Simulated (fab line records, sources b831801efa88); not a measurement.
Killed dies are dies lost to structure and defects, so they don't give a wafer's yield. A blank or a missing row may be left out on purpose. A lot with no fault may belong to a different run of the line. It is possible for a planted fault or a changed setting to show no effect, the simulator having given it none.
fab line records	flow sky130
[record] lots = 13	wafers = 39	last-day = 50
route steps=708 shown LDD_HVN@271 LDD_LDN@302 METAL2@503 VIA2@509
lots untouched by any fault: they come from a run of this same line in which no faults occurred
start-h: hours from the record's first day to the start of the lot's first wafer shown	wait-h: hours elapsed since this lot's preceding step	" identical to the entry in the row above	L1.1+2: one row covering several wafers at once	- value missing, or start not given	* or withheld: withheld	< > ~ a bound
route shown NAME@n: a module of which the file shows steps, and the number in the route of the first	usual: the fault-free wafers' mean and standard deviation	same: alike in all rows	chamber/n: place in a boat	sites: each site's reading	_std_site: standard deviation across them	_edge_site: inner sites' mean taken away from outer sites' mean	radius-mm: for every site, how far away it sits from the centre of the wafer	mask NAME#n: copy n	behind: the most recent tool/chamber to have shaped the wafer	hold: cause of the lot's hold/its duration in hours/its outcome	device: the n, p or np transistor that did not switch	end of line: the same wafers' tests at the end of the route	step lacking rows: just its recipe	killed: at the first sort, the dies lost to defects and structure; wafer yield is something else	map: per-die view of a wafer (x killed, . not killed, _ where there is no die)
set.NAME: the run value of the setting; set.NAME@STEP: its run value at that earlier step	model.NAME: the simulator's own value behind a step, which no gauge read
one table for each step of the route and one row for each wafer, over a sample of lots
services: from which hour (start-h, from the record's first day; less than 0 if before it) a tool's chamber was out of use, for how many hours, and why
[[steps]]
[step SKY_LDD_HVN_EXPOSE_04]
[recipe] mask-id = HVNTM	na = 0.6	source-shape = conventional	sigma-outer = 0.6	polarization = unpolarized	target-cd-nm = 700	dose-mj = 127
lot.wafer	tool	chamber	start-h	wait-h	mask
L232.3+5+6	iline-stepper-02	0	445.36	-	HVNTM#0
L233.1+2+5	iline-stepper-01	0	462.50	-	HVNTM#0
L234.2+3+5	iline-stepper-01	0	464.84	-	HVNTM#0
L235.1+4+5	iline-stepper-01	0	472.47	-	HVNTM#0
L236.1+2+5	iline-stepper-01	0	480.62	-	HVNTM#0
L239.1+4+6	iline-stepper-02	0	515.23	-	HVNTM#0
L240.3+5+6	iline-stepper-02	0	521.19	-	LDNTM#0
L250.2+5+6	iline-stepper-02	0	610.21	-	HVNTM#0
L249.1+3+4	iline-stepper-01	0	612.57	-	HVNTM#0
L252.2+3+4	iline-stepper-02	0	642.76	-	HVNTM#0
L254.3+4+5	iline-stepper-02	0	644.86	-	HVNTM#0
L253.3+4+5	iline-stepper-02	0	647.01	-	HVNTM#0
L255.2+3+4	iline-stepper-01	0	652.23	-	HVNTM#0
[step SKY_LDD_HVN_OVL_MEAS_07]
[usual] LDD_HVN_OVL = -0.7/1.2
lot.wafer	tool	chamber	start-h	wait-h	LDD_HVN_OVL[nm]
L232.3	overlay-01	-	460.59	0.1	-2.4
L232.5	"	-	"	"	0.5
L232.6	"	-	"	"	-2.0
L233.1	overlay-02	-	478.03	0.1	-2.1
L233.2	"	-	"	"	-1.5
L233.5	"	-	"	"	-1.1
L234.2	overlay-02	-	480.93	0.1	-0.4
L234.3	"	-	"	"	-1.0
L234.5	"	-	"	"	-1.0
L235.1	overlay-02	-	488.08	0.1	-1.9
L235.4	"	-	"	"	0.5
L235.5	"	-	"	"	-0.4
L236.1	overlay-02	-	495.70	0.1	1.9
L236.2	"	-	"	"	2.1
L236.5	"	-	"	"	1.6
L239.1	overlay-02	-	529.73	0.1	-1.0
L239.4	"	-	"	"	-1.1
L239.6	"	-	"	"	-1.2
L240.3	overlay-02	-	536.59	0.1	-
L240.5	"	-	"	"	-
L240.6	"	-	"	"	-
L250.2	overlay-02	-	624.08	0.1	-1.1
L250.5	"	-	"	"	-0.9
L250.6	"	-	"	"	-2.0
L249.1	overlay-02	-	626.77	0.1	-1.7
L249.3	"	-	"	"	-0.5
L249.4	"	-	"	"	-2.1
L252.2	overlay-02	-	656.45	0.1	-2.3
L252.3	"	-	"	"	-1.2
L252.4	"	-	"	"	-0.6
L254.3	overlay-01	-	657.98	0.1	-1.3
L254.4	"	-	"	"	-1.0
L254.5	"	-	"	"	1.3
L253.3	overlay-01	-	659.74	0.1	0.1
L253.4	"	-	"	"	-1.6
L253.5	"	-	"	"	0.5
L255.2	overlay-02	-	666.33	0.1	-1.7
L255.3	"	-	"	"	-1.5
L255.4	"	-	"	"	-0.6
[step SKY_LDD_HVN_TW_MEAS_10]
[usual] LDD_HVN_TW = 1439/10
lot.wafer	tool	chamber	start-h	wait-h	LDD_HVN_TW
L232.3	film-metro-03	-	460.89	0.1	1443
L232.5	"	-	"	"	1453
L232.6	"	-	"	"	1449
L233.1	film-metro-04	-	478.32	0.1	1427
L233.2	"	-	"	"	1425
L233.5	"	-	"	"	1428
L234.2	film-metro-03	-	481.22	0.1	1455
L234.3	"	-	"	"	1453
L234.5	"	-	"	"	1446
L235.1	film-metro-03	-	488.37	0.1	1449
L235.4	"	-	"	"	1447
L235.5	"	-	"	"	1451
L236.1	film-metro-03	-	495.99	0.1	1453
L236.2	"	-	"	"	1439
L236.5	"	-	"	"	1447
L239.1	film-metro-04	-	530.02	0.1	1428
L239.4	"	-	"	"	1431
L239.6	"	-	"	"	1425
L240.3	film-metro-02	-	536.89	0.1	30
L240.5	"	-	"	"	30
L240.6	"	-	"	"	30
L250.2	film-metro-04	-	624.37	0.1	1444
L250.5	"	-	"	"	1434
L250.6	"	-	"	"	1438
L249.1	film-metro-04	-	627.06	0.1	1442
L249.3	"	-	"	"	1449
L249.4	"	-	"	"	1432
L252.2	film-metro-02	-	656.74	0.1	1436
L252.3	"	-	"	"	1433
L252.4	"	-	"	"	1435
L254.3	film-metro-03	-	658.28	0.1	1444
L254.4	"	-	"	"	1459
L254.5	"	-	"	"	1448
L253.3	film-metro-02	-	660.04	0.1	1433
L253.4	"	-	"	"	1437
L253.5	"	-	"	"	1435
L255.2	film-metro-02	-	666.62	0.1	1437
L255.3	"	-	"	"	1428
L255.4	"	-	"	"	1436
[step SKY_LDD_LDN_TW_MEAS_13]
[usual] LDD_LDN_TW = 1484/11
lot.wafer	tool	chamber	start-h	wait-h	LDD_LDN_TW
L232.3	film-metro-01	-	522.12	0.1	1509
L232.5	"	-	"	"	1502
L232.6	"	-	"	"	1494
L233.1	film-metro-02	-	540.17	0.1	1470
L233.2	"	-	"	"	1478
L233.5	"	-	"	"	1474
L234.2	film-metro-03	-	544.27	0.1	1484
L234.3	"	-	"	"	1482
L234.5	"	-	"	"	1489
L235.1	film-metro-02	-	550.27	0.1	1477
L235.4	"	-	"	"	1481
L235.5	"	-	"	"	1476
L236.1	film-metro-02	-	558.32	0.1	1473
L236.2	"	-	"	"	1478
L236.5	"	-	"	"	1479
L239.1	film-metro-03	-	591.31	0.1	1485
L239.4	"	-	"	"	1476
L239.6	"	-	"	"	1481
L240.3	film-metro-02	-	596.74	0.1	1808
L240.5	"	-	"	"	1799
L240.6	"	-	"	"	1811
L250.2	film-metro-02	-	682.17	0.1	1478
L250.5	"	-	"	"	1476
L250.6	"	-	"	"	1470
L249.1	film-metro-01	-	683.70	0.1	1518
L249.3	"	-	"	"	1505
L249.4	"	-	"	"	1506
L252.2	film-metro-02	-	713.72	0.1	1465
L252.3	"	-	"	"	1472
L252.4	"	-	"	"	1480
L254.3	film-metro-03	-	715.69	0.1	1486
L254.4	"	-	"	"	1495
L254.5	"	-	"	"	1483
L253.3	film-metro-03	-	716.29	0.1	1493
L253.4	"	-	"	"	1490
L253.5	"	-	"	"	1494
L255.2	film-metro-02	-	723.17	0.1	1482
L255.3	"	-	"	"	1483
L255.4	"	-	"	"	1480
[step SKY_METAL2_STRIP_20]
[recipe] chemistry = O2/N2	power-w = 1400	pressure-mtorr = 1500	platen-temp-c = withheld	o2-flow-sccm = 3000	n2-flow-sccm = 300	overash-fraction = 0.5
[usual] drypump-motor-current-A = 5.6/0.34	oes-product-au = 0.342/0.0049	strip-time-to-endpoint-s = 2.69/0.041
lot.wafer	tool	chamber	start-h	wait-h	drypump-motor-current-A	oes-product-au	rf-hours-counter-h	strip-time-to-endpoint-s
L232.3	plasma-asher-04	1	817.47	0.1	5.8	0.337	-	2.65
L232.5	"	1	"	"	5.8	0.343	-	2.65
L232.6	"	0	"	"	6.2	0.344	-	2.67
L233.1	plasma-asher-03	1	830.61	0.1	5.7	0.343	9	2.67
L233.2	"	0	"	"	5.1	0.342	9	2.79
L233.5	"	0	"	"	5.1	0.345	-	2.71
L234.2	plasma-asher-03	1	831.57	0.1	5.7	0.337	9	2.70
L234.3	"	0	"	"	5.1	0.341	-	2.72
L234.5	"	0	"	"	5.1	0.335	-	2.71
L235.1	plasma-asher-03	1	843.66	0.1	5.7	0.351	10	2.69
L235.4	"	0	"	"	5.2	0.345	-	2.64
L235.5	"	1	"	"	5.7	0.340	-	2.68
L236.1	plasma-asher-04	0	847.54	0.1	6.2	0.333	106	2.64
L236.2	"	1	"	"	5.8	0.340	106	2.66
L236.5	"	1	"	"	5.8	0.338	-	2.63
L239.1	plasma-asher-03	0	877.91	0.1	5.2	0.339	13	2.70
L239.4	"	0	"	"	5.1	0.346	-	2.65
L239.6	"	0	"	"	5.1	0.347	-	2.66
L240.3	plasma-asher-02	1	882.46	0.1	5.5	0.347	-	2.70
L240.5	"	1	"	"	5.5	0.339	-	2.68
L240.6	"	0	"	"	5.6	0.352	-	2.70
L250.2	plasma-asher-04	1	955.16	0.1	5.8	0.344	116	2.75
L250.5	"	0	"	"	6.2	0.352	-	2.78
L250.6	"	1	"	"	5.8	0.343	-	2.72
L249.1	plasma-asher-04	0	957.11	0.1	6.2	0.342	117	2.63
L249.3	"	0	"	"	6.2	0.333	-	2.63
L249.4	"	1	"	"	5.8	0.345	-	2.68
L252.2	plasma-asher-02	1	982.07	0.1	5.5	0.343	77	2.69
L252.3	"	1	"	"	5.5	0.341	-	2.68
L252.4	"	0	"	"	5.6	0.341	-	2.73
L254.3	plasma-asher-03	0	985.30	0.1	5.1	0.348	-	2.72
L254.4	"	1	"	"	5.7	0.342	-	2.65
L254.5	"	0	"	"	5.1	0.350	-	2.75
L253.3	plasma-asher-04	1	986.00	0.1	5.8	0.341	-	2.66
L253.4	"	0	"	"	6.2	0.340	-	2.63
L253.5	"	0	"	"	6.2	0.344	-	2.66
L255.2	plasma-asher-02	0	988.56	0.1	5.7	0.350	78	2.71
L255.3	"	0	"	"	5.6	0.349	-	2.71
L255.4	"	1	"	"	5.5	0.335	-	2.66
[step SKY_VIA2_CMP_02]
[recipe] material = SiO2	down-force-psi = 4	platen-rpm = 60	pad-velocity-m-s = 0.94248
[usual] motor-current-A = 12.7/0.67
lot.wafer	tool	chamber	start-h	wait-h	motor-current-A
L232.3	cmp-02	3	818.30	0.1	13.1
L232.6	"	2	"	"	12.4
L232.5	"	3	"	"	13.0
L233.2	cmp-01	2	831.39	0.0	13.5
L233.1	"	1	"	"	12.4
L233.5	"	3	"	"	14.4
L234.3	cmp-02	0	832.41	0.1	11.9
L234.2	"	1	"	"	12.9
L234.5	"	0	"	"	12.0
L235.1	cmp-02	3	844.80	0.3	13.0
L235.4	"	0	"	"	11.2
L235.5	"	1	"	"	12.4
L236.1	cmp-02	0	848.32	0.1	11.4
L236.2	"	2	"	"	11.9
L236.5	"	0	"	"	11.3
L239.4	cmp-02	1	878.81	0.1	11.9
L239.1	"	2	"	"	12.2
L239.6	"	0	"	"	11.9
L240.3	cmp-01	1	883.30	0.1	12.6
L240.5	"	3	"	"	13.9
L240.6	"	0	"	"	12.6
L250.2	cmp-02	3	956.18	0.2	12.8
L250.5	"	0	"	"	10.5
L250.6	"	1	"	"	11.6
L249.3	cmp-01	2	958.08	0.2	13.5
L249.4	"	3	"	"	13.8
L249.1	"	0	"	"	12.9
L252.4	cmp-01	0	982.88	0.0	12.5
L252.2	"	1	"	"	12.9
L252.3	"	3	"	"	13.3
L254.3	cmp-01	3	986.04	0.0	13.4
L254.4	"	0	"	"	12.7
L254.5	"	0	"	"	12.2
L253.3	cmp-01	3	986.74	0.0	13.2
L253.4	"	1	"	"	13.1
L253.5	"	0	"	"	13.0
L255.2	cmp-01	0	989.34	0.0	13.5
L255.3	"	2	"	"	13.9
L255.4	"	3	"	"	13.1
[step SKY_VIA2_SPUTTER_20]
[recipe] material = TiN	target-thk-nm = 20	chamber-pressure-pa = 5	power-w = 4000	time-s = 80
[usual] throttle-valve-pct = 29.9/0.87
lot.wafer	tool	chamber	start-h	wait-h	throttle-valve-pct
L232.3	pvd-sputter-02	-	844.95	0.0	31.6
L232.5	"	-	"	"	30.2
L232.6	"	-	"	"	31.0
L233.1	pvd-sputter-02	-	857.86	0.0	31.1
L233.2	"	-	"	"	30.3
L233.5	"	-	"	"	30.7
L234.2	pvd-sputter-02	-	860.29	0.0	28.7
L234.3	"	-	"	"	30.3
L234.5	"	-	"	"	30.5
L235.1	pvd-sputter-03	-	871.14	0.0	29.7
L235.4	"	-	"	"	29.8
L235.5	"	-	"	"	30.0
L236.1	pvd-sputter-03	-	874.61	0.0	29.0
L236.2	"	-	"	"	29.6
L236.5	"	-	"	"	29.9
L239.1	pvd-sputter-02	-	905.67	0.0	30.4
L239.4	"	-	"	"	30.9
L239.6	"	-	"	"	28.4
L240.3	pvd-sputter-01	-	910.33	0.0	31.5
L240.5	"	-	"	"	29.5
L240.6	"	-	"	"	31.3
L250.2	pvd-sputter-03	-	981.30	0.0	29.3
L250.5	"	-	"	"	29.9
L250.6	"	-	"	"	29.4
L249.1	pvd-sputter-02	-	982.71	0.0	28.9
L249.3	"	-	"	"	31.3
L249.4	"	-	"	"	30.2
L252.2	pvd-sputter-03	-	1007.60	0.0	29.1
L252.3	"	-	"	"	29.7
L252.4	"	-	"	"	29.2
L254.3	pvd-sputter-02	-	1010.82	0.0	28.4
L254.4	"	-	"	"	30.4
L254.5	"	-	"	"	31.3
L253.3	pvd-sputter-03	-	1011.33	0.0	29.2
L253.4	"	-	"	"	29.3
L253.5	"	-	"	"	29.7
L255.2	pvd-sputter-02	-	1013.98	0.0	30.7
L255.3	"	-	"	"	28.6
L255.4	"	-	"	"	31.4
[[services]]
tool	chamber	start-h	hours	kind
iline-stepper-02	-	463.91	5.1	repair
iline-stepper-02	-	469.52	1.7	repair
cmp-01	-	489.35	6.6	pm
cmp-01	-	517.80	1.5	repair
cmp-01	-	551.27	1.8	repair
cmp-01	-	572.29	4.0	pm
iline-stepper-02	-	589.09	1.7	pm
cmp-01	-	635.71	3.1	repair
cmp-01	-	643.16	0.6	repair
iline-stepper-02	-	661.76	4.4	pm
cmp-01	-	690.75	6.4	pm
cmp-01	-	699.56	1.5	repair
cmp-01	-	712.71	0.7	repair
pvd-sputter-02	-	726.05	57.2	repair
iline-stepper-02	-	733.09	12.2	repair
iline-stepper-02	-	807.37	1.7	pm
cmp-01	-	854.48	3.1	repair
cmp-01	-	858.35	5.7	pm
iline-stepper-02	-	901.37	23.0	repair
cmp-01	-	912.29	4.0	pm
iline-stepper-02	-	915.36	3.7	repair
iline-stepper-02	-	917.94	13.9	repair
cmp-01	-	943.91	1.9	repair
cmp-01	-	951.30	1.7	repair
[[key]]
[first-sign] step = SKY_LDD_HVN_EXPOSE_04	reading = mask	direction = changed
[effect] step = SKY_LDD_HVN_OVL_MEAS_07	reading = LDD_HVN_OVL	direction = missing
[effect] step = SKY_LDD_HVN_TW_MEAS_10	reading = LDD_HVN_TW	direction = down	sigmas = 99+	usual = 1439	struck = 30
[effect] step = SKY_LDD_LDN_TW_MEAS_13	reading = LDD_LDN_TW	direction = up	sigmas = 29	usual = 1484	struck = 1806
met-at SKY_LDD_HVN_EXPOSE_04
struck-lots L240
sort-left-out L240.3,L240.5,L240.6
tester-left-out L240
not-acting-at SKY_METAL2_STRIP_20,SKY_VIA2_CMP_02,SKY_VIA2_SPUTTER_20
onset-between 515.23 521.19
[fault] kind = wrong-mask	tool = any	chamber = -	onset-h = 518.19	steps = SKY_LDD_HVN_EXPOSE_04	aux-copy = LDNTM#0	scope = struck-lots-only
// tester-left-out: of these lots the tester's yield and bins aren't shown, on N5 and GAA mostly nor the transistor test; their killed dies are dies lost to structure and defects alone, not to doping, threshold or leakage, so they don't give the yield
// sort-left-out: the simulated sort isn't trusted on such a fault, so these wafers' sort isn't shown, and their yield isn't known
